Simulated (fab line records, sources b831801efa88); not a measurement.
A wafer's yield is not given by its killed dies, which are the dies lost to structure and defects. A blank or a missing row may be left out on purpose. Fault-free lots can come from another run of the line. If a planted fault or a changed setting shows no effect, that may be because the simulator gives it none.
A single fault, viewed from 2 desks ; flow sky130 ; each desk holds nothing but its own numbers, with what lay behind them at the end

== THE TOOL OWNER'S DESK: pvd-sputter-03 ==
At SKY_METAL4_SPUTTER_01 (material TiN, target thk 20 nm, time 16.7 s) the tool's own readings: per lot run on this tool, the mean of the sampled wafers that have a number. If a lot's mean is further than 4 standard deviations from the usual mean, the lot is out of limits and carries the mark OUT (the distance appears in the brackets).
Columns: A = throttle-valve-pct at SKY_METAL4_SPUTTER_01, usual 29.8 %
lot;first seen here;A
L615;day 42 01:13;28.9
L617;day 42 08:13;29.0
L618;day 42 17:43;29.9
L630;day 46 10:44;30.4
L633;day 46 19:08;30.9
This desk's finding: nothing out of limits on any of the 5 lots.

== FROM THE METROLOGY DESK ==
What the gauges read for every lot (on any tool): the sampled wafers with a number, averaged. If a lot's mean is further than 4 standard deviations from the usual mean, the lot is out of limits and carries the mark OUT (the distance appears in the brackets).
Columns: A = VIA3_W_RS at SKY_VIA3_RS_MEAS_22, usual 0.2942 ohm/sq; B = VIA3_W_THK at SKY_VIA3_THK_MEAS_23, usual 380 nm
lot;first seen here;A;B
L611;day 40 19:05;0.2944;376
L615;day 42 00:32;0.2958;383
L617;day 42 07:35;0.2899;379
L618;day 42 17:16;0.2914;389
L625;day 44 16:40;0.2952;372
L630;day 46 10:16;0.2941;375
L633;day 46 18:38;0.2888;392
This desk's finding: nothing out of limits on any of the 7 lots.

== BROUGHT TOGETHER ==
The desk of the tool owner found nothing out of limits.
At the metrology desk, nothing out of limits was observed.

== WHAT HAD BEEN PUT IN BY THE SIMULATOR ==
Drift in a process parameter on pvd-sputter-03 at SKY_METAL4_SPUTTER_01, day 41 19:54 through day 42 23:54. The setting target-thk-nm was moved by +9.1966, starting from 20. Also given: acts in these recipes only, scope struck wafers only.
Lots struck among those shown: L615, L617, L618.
